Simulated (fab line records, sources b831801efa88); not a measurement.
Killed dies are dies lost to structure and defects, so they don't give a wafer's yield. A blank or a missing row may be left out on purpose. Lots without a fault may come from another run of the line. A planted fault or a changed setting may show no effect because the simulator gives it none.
fab line records | flow sky130
record lots=15 wafers=45 last_day=50
route steps=708 shown POLY_GATE@231
lots that met no fault: from a run of the same line without faults
start_h: hours from the record's first day to the start of the lot's first wafer shown | wait_h: hours since the lot's step before | " the same as in the row above | L1.1+2: a row that stands for several wafers | - no value, or no start given | * or withheld: withheld | < > ~ a bound
route shown NAME@n: a module of which the file shows steps, and the number in the route of the first | usual: mean/standard deviation of fault-free wafers | same: alike in all rows | chamber/n: place in a boat | sites: the reading at each site | _std_site: their standard deviation | _edge_site: outer sites' mean less inner sites' | radius_mm: how far each site lies from the wafer's centre | mask NAME#n: copy n | behind: the tool/chamber that last shaped the wafer | hold: why the lot was held/for how many hours/how that ended | device: the transistor (n, p or np) that didn't switch | end of line: the same wafers' tests at the end of the route | a step without rows: its recipe alone | killed: dies lost to structure and defects at the first sort, not the wafer's yield | map: a wafer's dies, x killed, . not, _ none there
set.NAME: the setting as run; set.NAME@STEP: as run at that earlier step | model.NAME: the simulator's own value behind a step, which no gauge read
steps of the route over a sample of lots; a table a step, a row a wafer
services: from which hour (start_h, from the record's first day; less than 0 if before it) a tool's chamber was out of use, for how many hours, and why
## steps
# step SKY_POLY_GATE_ETCH_17
# recipe target_depth_nm=180 stop_on=SiO2 over_etch_frac=0.56667 chemistry=HBr/Cl2 target=poly-Si icp_w=400 bias_w=100 pressure_mtorr=10 HBr_flow_sccm=150 Cl2_flow_sccm=50 time_s=70.5
# usual HBr_flow_sccm=150.0/0.49 bias_w=99.97/0.28 drypump_motor_current_A=5.8/0.7 mfc_cl2_sccm=50.01/0.14 oes_product_au=0.983/0.0078 rf_fwd_power_W=397.1/1.6 throttle_valve_pct=33.683/0.0088
# columns lot.wafer tool chamber start_h wait_h HBr_flow_sccm bias_w drypump_motor_current_A mfc_cl2_sccm oes_product_au rf_fwd_power_W rf_hours_counter_h throttle_valve_pct
L585.1 rie_si-01 1 375.81 0.0 149.5 100.09 6.3 49.92 0.995 395.2 6 33.682
L585.4 " 3 " " 149.5 100.09 4.9 50.10 0.988 396.7 55 33.677
L585.6 " 1 " " 150.4 100.06 6.3 49.70 0.979 396.1 - 33.706
L586.1 rie_si-02 1 387.08 0.0 150.1 100.11 6.6 49.84 0.975 396.2 0 33.670
L586.4 " 2 " " 149.7 99.64 6.4 50.04 0.989 398.7 2 33.669
L586.5 " 0 " " 150.1 99.79 5.2 50.08 0.992 396.3 - 33.689
L588.3 rie_si-02 1 406.13 0.0 149.8 100.03 6.6 49.94 0.966 396.2 0 33.671
L588.4 " 3 " " 150.5 99.71 5.3 49.94 0.991 398.4 3 33.683
L588.6 " 2 " " 149.4 99.63 6.4 49.63 0.983 400.2 - 33.673
L589.2 rie_si-01 3 416.48 0.0 150.0 99.87 4.9 50.16 0.970 397.8 55 33.695
L589.3 " 0 " " 150.6 99.59 5.2 49.76 0.993 397.8 1 33.692
L589.4 " 2 " " 150.2 100.07 6.7 50.00 0.974 398.9 3 33.690
L590.2 rie_si-02 3 430.01 0.0 149.7 99.57 5.3 50.18 0.980 398.9 3 33.676
L590.4 " 1 " " 150.7 99.23 6.7 50.05 0.977 396.4 0 33.679
L590.6 " 2 " " 150.0 99.90 6.4 49.89 0.980 399.3 - 33.683
L592.2 rie_si-02 0 447.56 0.0 149.6 100.13 5.2 50.02 0.983 395.2 41 33.672
L592.4 " 1 " " 150.2 99.72 6.6 50.01 0.968 397.0 0 33.691
L592.5 " 1 " " 149.9 99.98 6.6 50.28 0.965 395.9 - 33.686
L594.2 rie_si-02 0 457.58 0.0 - - - - - - - -
L594.3 " 2 " " - - - - - - - -
L594.4 " 3 " " - - - - - - - -
L595.2 rie_si-01 2 468.93 0.0 - - - - - - - -
L595.3 " 3 " " - - - - - - - -
L595.6 " 2 " " - - - - - - - -
L596.1 rie_si-02 2 480.41 0.0 - - - - - - - -
L596.2 " 3 " " - - - - - - - -
L596.4 " 1 " " - - - - - - - -
L597.2 rie_si-01 1 494.01 0.0 149.7 100.21 6.3 49.97 0.998 395.2 7 33.674
L597.5 " 3 " " 150.0 100.12 4.9 49.95 0.990 397.5 - 33.697
L597.6 " 2 " " 150.1 100.47 6.7 49.92 0.992 394.1 - 33.707
L603.1 rie_si-01 0 539.56 0.0 150.5 100.55 5.1 49.80 0.986 399.0 2 33.679
L603.4 " 1 " " 149.8 100.06 6.3 50.26 0.979 396.8 7 33.678
L603.5 " 2 " " 150.1 99.91 6.7 50.29 0.974 396.3 - 33.682
L604.1 rie_si-02 0 550.41 0.0 149.9 99.98 5.2 50.01 0.989 396.6 41 33.677
L604.2 " 3 " " 150.9 100.20 5.3 49.73 0.982 401.2 3 33.674
L604.3 " 1 " " 149.8 100.15 6.7 50.27 0.977 398.1 1 33.683
L605.4 rie_si-01 1 559.31 0.0 150.0 100.23 6.3 50.05 0.994 396.1 7 33.695
L605.5 " 3 " " 149.2 100.17 4.9 49.89 0.989 398.3 - 33.694
L605.6 " 2 " " 150.0 100.16 6.7 49.83 0.976 396.4 - 33.691
L606.3 rie_si-02 1 561.71 0.0 150.0 100.21 6.6 50.09 0.973 395.1 1 33.678
L606.4 " 2 " " 149.5 99.91 6.4 50.00 0.978 399.4 - 33.699
L606.5 " 1 " " 150.0 100.30 6.6 49.94 0.976 396.5 - 33.673
L607.1 rie_si-01 2 571.61 0.0 149.9 99.67 6.7 49.90 0.982 395.4 4 33.681
L607.2 " 1 " " 150.5 99.76 6.3 49.89 0.985 395.8 7 33.669
L607.6 " 3 " " 148.5 99.93 4.9 49.91 0.991 396.7 - 33.689
# step SKY_POLY_GATE_STRIP_18
# recipe chemistry=O2/N2 power_w=1400 pressure_mtorr=1500 platen_temp_c=withheld o2_flow_sccm=3000 n2_flow_sccm=300 overash_fraction=0.5
# usual drypump_motor_current_A=5.9/0.53 oes_product_au=0.361/0.0049 strip_time_to_endpoint_s=3.18/0.032
# columns lot.wafer tool chamber start_h wait_h drypump_motor_current_A oes_product_au rf_hours_counter_h strip_time_to_endpoint_s
L585.1 plasma_asher-04 1 375.86 0.0 6.2 0.360 24 3.22
L585.4 " 0 " " 6.1 0.356 - 3.14
L585.6 " 1 " " 6.3 0.363 - 3.17
L586.1 plasma_asher-03 1 387.14 0.0 5.9 0.361 72 3.20
L586.4 " 1 " " 5.9 0.364 - 3.24
L586.5 " 0 " " 5.7 0.366 - 3.14
L588.3 plasma_asher-02 0 406.22 0.1 6.4 0.357 - 3.20
L588.4 " 1 " " 5.1 0.353 - 3.23
L588.6 " 0 " " 6.4 0.373 - 3.26
L589.2 plasma_asher-03 1 416.54 0.0 5.9 0.354 75 3.10
L589.3 " 0 " " 5.7 0.357 - 3.17
L589.4 " 1 " " 5.9 0.366 - 3.19
L590.2 plasma_asher-04 1 430.06 0.0 6.3 0.361 30 3.16
L590.4 " 1 " " 6.3 0.356 - 3.15
L590.6 " 0 " " 6.1 0.362 - 3.17
L592.2 plasma_asher-02 0 447.62 0.0 6.4 0.358 75 3.15
L592.4 " 0 " " 6.4 0.365 - 3.21
L592.5 " 0 " " 6.4 0.364 - 3.20
L594.2 plasma_asher-02 0 457.64 0.0 6.4 0.407 76 4.22
L594.3 " 0 " " 6.4 0.404 - 4.22
L594.4 " 1 " " 5.1 0.395 - 4.25
L595.2 plasma_asher-04 0 468.99 0.0 6.1 0.402 34 4.18
L595.3 " 0 " " 6.2 0.405 - 4.22
L595.6 " 0 " " 6.2 0.400 - 4.23
L596.1 plasma_asher-02 1 480.46 0.0 5.1 0.401 79 4.20
L596.2 " 0 " " 6.4 0.396 79 4.21
L596.4 " 0 " " 6.4 0.402 - 4.18
L597.2 plasma_asher-02 1 494.06 0.0 5.1 0.358 80 3.16
L597.5 " 1 " " 5.1 0.364 - 3.22
L597.6 " 0 " " 6.4 0.359 - 3.19
L603.1 plasma_asher-02 0 539.61 0.0 6.4 0.357 85 3.16
L603.4 " 1 " " 5.0 0.357 - 3.13
L603.5 " 0 " " 6.4 0.368 - 3.18
L604.1 plasma_asher-02 1 550.47 0.0 5.1 0.364 86 3.15
L604.2 " 0 " " 6.4 0.354 86 3.20
L604.3 " 1 " " 5.1 0.363 - 3.21
L605.4 plasma_asher-04 0 559.40 0.1 6.1 0.369 - 3.20
L605.5 " 1 " " 6.2 0.367 - 3.22
L605.6 " 0 " " 6.2 0.362 - 3.24
L606.3 plasma_asher-03 1 561.80 0.1 5.9 0.363 - 3.24
L606.4 " 0 " " 5.7 0.359 - 3.19
L606.5 " 0 " " 5.7 0.364 - 3.20
L607.1 plasma_asher-03 0 571.66 0.0 5.7 0.354 12 3.17
L607.2 " 1 " " 5.9 0.361 12 3.18
L607.6 " 0 " " 5.7 0.365 - 3.22
## services
# columns tool chamber start_h hours kind
plasma_asher-02 - 356.20 2.8 pm
rie_si-02 - 368.67 15.6 pm
plasma_asher-04 - 372.95 2.3 repair
plasma_asher-03 - 377.28 1.8 repair
rie_si-02 - 392.42 2.8 pm
rie_si-01 3 395.11 11.6 repair
plasma_asher-03 - 421.25 9.0 pm
plasma_asher-03 0 421.25 9.0 vent_cycle
rie_si-01 1 432.04 4.7 repair
rie_si-01 1 439.68 7.3 repair
rie_si-01 3 452.37 14.8 repair
plasma_asher-03 - 482.90 1.2 repair
rie_si-02 1 489.42 22.3 repair
plasma_asher-03 - 491.84 14.6 pm
rie_si-01 3 498.73 - clean
rie_si-01 3 498.73 17.3 scheduled_down
rie_si-01 3 498.73 17.3 vent_cycle
rie_si-01 0 514.20 4.5 repair
rie_si-01 2 514.69 1.6 repair
rie_si-02 3 530.90 1.0 repair
plasma_asher-04 - 549.07 2.0 repair
rie_si-02 0 559.20 - clean
rie_si-02 0 559.20 17.7 scheduled_down
rie_si-02 0 559.20 17.7 vent_cycle
## key
first_sign step=SKY_POLY_GATE_ETCH_17 reading=tool_record direction=missing
effect step=SKY_POLY_GATE_STRIP_18 reading=strip_time_to_endpoint_s direction=up sigmas=32 usual=* struck=*
met_at SKY_POLY_GATE_ETCH_17
struck_lots L594,L595,L596
later_rows_left_out L594.2,L594.3,L594.4,L595.2,L595.3,L595.6,L596.1,L596.2,L596.4
sort_left_out L594.2,L594.3,L594.4,L595.2,L595.3,L595.6,L596.1,L596.2,L596.4
tester_left_out L594,L595,L596
onset_between 447.56 457.58
fault kind=skipped_step_whole tool=rie_si-01,rie_si-02 chamber=- onset_h=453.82 steps=SKY_POLY_GATE_ETCH_17 scope=struck_lots_only
# tester_left_out: of these lots the tester's yield and bins aren't shown, on N5 and GAA mostly nor the transistor test; their killed dies are dies lost to structure and defects alone, not to doping, threshold or leakage, so they don't give the yield
# sort_left_out: the simulated sort isn't trusted on such a fault, so these wafers' sort isn't shown, and their yield isn't known
# later_rows_left_out: the simulator's readings of these wafers behind a module that went badly wrong aren't trusted and aren't shown, but for the sort
